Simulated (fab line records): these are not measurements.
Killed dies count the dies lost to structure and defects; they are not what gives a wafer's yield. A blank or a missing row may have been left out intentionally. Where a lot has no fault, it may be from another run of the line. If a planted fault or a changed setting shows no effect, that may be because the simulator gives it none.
Which tool was responsible? | flow gf180mcu | 13 lots, 39 wafers sampled, at 4 steps of a route of 602

== WHAT THE GAUGES SHOWED, per wafer ==
GF_M5_CD_MEAS_07 targets a cd of 280 nm.
lot  | measured     | on       | cdNm (nm)
L152 | day 26 10:47 | cdSem-02 | 280.5 280.7 279.4
L154 | day 27 07:24 | cdSem-02 | 282.2 282.4 283.2
L155 | day 27 09:44 | cdSem-02 | 280.6 281.5 280.0
L156 | day 27 20:06 | cdSem-01 | 279.5 280.6 280.1
L157 | day 28 02:20 | cdSem-02 | 282.2 280.2 280.3
L159 | day 28 17:37 | cdSem-01 | 280.3 281.4 281.2
L160 | day 29 02:19 | cdSem-01 | 278.2 279.5 280.1
L161 | day 29 06:31 | cdSem-02 | 278.5 279.0 277.4
L163 | day 29 15:07 | cdSem-01 | 280.4 280.1 280.3
L164 | day 30 12:41 | cdSem-01 | 283.2 283.1 282.3
L165 | day 30 16:17 | cdSem-02 | 280.1 279.9 279.5
L169 | day 32 07:48 | cdSem-01 | 278.8 278.4 279.4
L173 | day 33 00:32 | cdSem-02 | 280.5 280.3 280.2

GF_V5_RS_MEAS_24: the measuring method here is four-point-probe.
lot  | measured     | on           | V5_W_RS (ohm/sq)
L152 | day 27 10:07 | filmMetro-04 | 0.323 0.327 0.321
L154 | day 28 06:37 | filmMetro-03 | 0.331 0.330 0.333
L155 | day 28 08:16 | filmMetro-02 | 0.326 0.329 0.330
L156 | day 28 18:27 | filmMetro-02 | 0.325 0.326 0.326
L157 | day 29 00:40 | filmMetro-04 | 0.334 0.329 0.330
L159 | day 29 15:20 | filmMetro-03 | 0.322 0.323 0.328
L160 | day 29 23:46 | filmMetro-02 | 0.326 0.327 0.324
L161 | day 30 03:52 | filmMetro-04 | 0.325 0.328 0.323
L163 | day 30 13:04 | filmMetro-04 | 0.328 0.330 0.322
L164 | day 31 09:05 | filmMetro-04 | 0.329 0.328 0.328
L165 | day 31 12:39 | filmMetro-03 | 0.327 0.330 0.332
L169 | day 33 02:59 | filmMetro-04 | 0.329 0.333 0.329
L173 | day 33 18:40 | filmMetro-04 | 0.331 0.329 0.326

GF_TOP_METAL_OVL_MEAS_15.
lot  | measured     | on         | TOP_METAL_OVL (nm)
L152 | day 28 06:38 | overlay-01 | -0.4 -0.2 -1.0
L154 | day 29 02:43 | overlay-02 | -0.3 -1.2 -0.5
L155 | day 29 04:09 | overlay-02 | 1.2 0.8 1.0
L156 | day 29 14:28 | overlay-01 | 2.1 2.4 2.1
L157 | day 29 20:22 | overlay-02 | -0.5 -0.6 -0.8
L159 | day 30 11:07 | overlay-01 | 0.5 -0.3 -0.6
L160 | day 30 18:41 | overlay-02 | 0.7 0.1 0.2
L161 | day 30 22:29 | overlay-02 | 0.8 -0.3 0.0
L163 | day 31 07:52 | overlay-02 | 1.7 2.2 1.6
L164 | day 32 02:45 | overlay-01 | 0.9 -0.6 0.6
L165 | day 32 06:16 | overlay-01 | -0.4 -1.0 -0.2
L169 | day 33 18:49 | overlay-01 | -1.7 -1.6 -2.0
L173 | day 34 10:19 | overlay-01 | -0.1 -1.1 -2.4

== WHAT TOOL EACH LOT RAN ON (gives the tool, then ch and the chambers of the sampled wafers, and finally the start) ==
lot  | GF_V4_STRIP_18
L152 | plasmaAsher-03 ch 0,1, day 24 14:51
L154 | plasmaAsher-03 ch 0,1, day 25 12:07
L155 | plasmaAsher-02 ch 0,1, day 25 13:23
L156 | plasmaAsher-02 ch 0,1, day 25 23:58
L157 | plasmaAsher-03 ch 0,1, day 26 06:59
L159 | plasmaAsher-02 ch 0,1, day 27 00:22
L160 | plasmaAsher-03 ch 1, day 27 07:20
L161 | plasmaAsher-03 ch 0,1, day 27 13:44
L163 | plasmaAsher-03 ch 0,1, day 27 23:29
L164 | plasmaAsher-01 ch 1, day 28 21:38
L165 | plasmaAsher-01 ch 0,1, day 29 00:16
L169 | plasmaAsher-03 ch 0,1, day 30 19:11
L173 | plasmaAsher-03 ch 0,1, day 31 13:47
- GF_V4_STRIP_18: strips in O2/N2.

== AS READ BY THE TOOLS THEMSELVES (means over the sampled wafers that have a number; for cases with no such wafer, the mark the record gives instead) ==
GF_V4_STRIP_18.
lot  | tool           | drypumpMotorCurrentA (A) | heaterPowerW (W) | oesProductAu (a.u.) | platenTempC (C)
L152 | plasmaAsher-03 | 6.1                      | 310              | 0.594               | 250.03
L154 | plasmaAsher-03 | 6.3                      | 302              | 0.596               | 250.11
L155 | plasmaAsher-02 | 5.6                      | 322              | 0.595               | 250.14
L156 | plasmaAsher-02 | 5.4                      | 322              | 0.590               | 249.92
L157 | plasmaAsher-03 | 6.1                      | 312              | 0.590               | 249.80
L159 | plasmaAsher-02 | 5.6                      | 321              | 0.593               | 250.17
L160 | plasmaAsher-03 | 6.6                      | 301              | 0.590               | 249.90
L161 | plasmaAsher-03 | 6.4                      | 311              | 0.590               | 250.03
L163 | plasmaAsher-03 | 6.1                      | 310              | 0.590               | 250.03
L164 | plasmaAsher-01 | 5.5                      | 286              | 0.597               | 250.01
L165 | plasmaAsher-01 | 5.7                      | 291              | 0.591               | 249.76
L169 | plasmaAsher-03 | 6.4                      | 307              | 0.596               | 250.03
L173 | plasmaAsher-03 | 6.4                      | 311              | 0.597               | 250.02

== THE ANSWER, worked out from the rows above alone ==
Rule: usual is defined by the lots themselves. The widest of any qualifying gaps counts: lots, ordered by their means at a reading, are off when they make up no more than a third of the lots, leave a main group of 4 or more, and stand apart from it by 3 or more times the standard deviation of that group's means. Not used: any main group whose means are identical at the precision the tables above print for the reading. Also off: a lot with no number at a reading for which 4 or more lots have one. Any other lot the step has rows for is counted as sound. The gauges are gone through in route order, then the tools' own readings, and for those a lot's mean is taken as printed above. At the first step where some lot is off, the reading lying furthest off is the one used; lots without a number count as furthest.
No lot is off on any of the readings shown, so nothing can be concluded from this.

== WHAT THE SIMULATOR HAD INSERTED ==
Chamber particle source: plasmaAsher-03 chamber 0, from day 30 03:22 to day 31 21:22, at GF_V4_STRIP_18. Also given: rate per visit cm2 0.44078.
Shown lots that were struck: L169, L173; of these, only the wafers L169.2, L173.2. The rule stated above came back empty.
